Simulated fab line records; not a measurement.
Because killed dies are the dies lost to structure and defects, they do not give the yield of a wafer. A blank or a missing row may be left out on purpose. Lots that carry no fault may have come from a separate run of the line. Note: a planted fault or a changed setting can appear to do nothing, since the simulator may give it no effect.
The same fault as seen by 2 desks / flow gf180mcu / only its own numbers are on each desk; what lay behind them is given at the end

== DESK OF THE TOOL OWNER: krf_scanner-02 ==
The tool's own readings at GF_M3_EXPOSE_11 (exposes mask Metal3, target cd 280 nm): means of the sampled wafers that have a number, for each lot that ran on this tool. The brackets show how far a lot's mean lies from the usual mean; more than 4 standard deviations puts the lot out of limits, marked OUT.
Columns: A = exposure_dose_mJ_cm2 at GF_M3_EXPOSE_11, usual 28.007; B = focus_offset_nm at GF_M3_EXPOSE_11, usual -0.1 nm; C = reticle_temp_C at GF_M3_EXPOSE_11, usual 23.00 C
lot=L394; first seen here=day 21 20:17; A=28.019; B=-0.3; C=23.07
lot=L396; first seen here=day 22 18:23; A=28.015; B=-0.3; C=23.08
lot=L398; first seen here=day 23 11:17; A=27.971; B=0.0; C=22.84
lot=L414; first seen here=day 28 05:43; A=28.017; B=-0.9; C=22.93
This desk's verdict: no lot among the 4 shows anything out of limits.

== METROLOGY DESK ==
What the gauges read for every lot (on any tool): the sampled wafers with a number, averaged. The brackets show how far a lot's mean lies from the usual mean; more than 4 standard deviations puts the lot out of limits, marked OUT.
Columns: A = M3_ALCU_THK at GF_M3_THK_MEAS_06, usual 456 nm
lot=L391; first seen here=day 19 15:56; A=456
lot=L392; first seen here=day 20 10:27; A=454
lot=L394; first seen here=day 21 08:25; A=455
lot=L396; first seen here=day 22 07:05; A=462
lot=L397; first seen here=day 22 22:00; A=454
lot=L398; first seen here=day 23 00:11; A=455
lot=L400; first seen here=day 24 06:23; A=451
lot=L401; first seen here=day 24 15:59; A=457
lot=L402; first seen here=day 24 17:14; A=455
lot=L409; first seen here=day 26 16:58; A=451
lot=L410; first seen here=day 26 21:07; A=457
lot=L411; first seen here=day 27 02:23; A=458
lot=L412; first seen here=day 27 05:22; A=458
lot=L413; first seen here=day 27 12:16; A=454
lot=L414; first seen here=day 27 19:33; A=457
This desk's verdict: no lot among the 15 shows anything out of limits.

== PUT TOGETHER ==
The tool owner's desk saw nothing out of limits.
From the metrology desk's view, nothing was out of limits.

== WHAT THE SIMULATOR HAD INSERTED ==
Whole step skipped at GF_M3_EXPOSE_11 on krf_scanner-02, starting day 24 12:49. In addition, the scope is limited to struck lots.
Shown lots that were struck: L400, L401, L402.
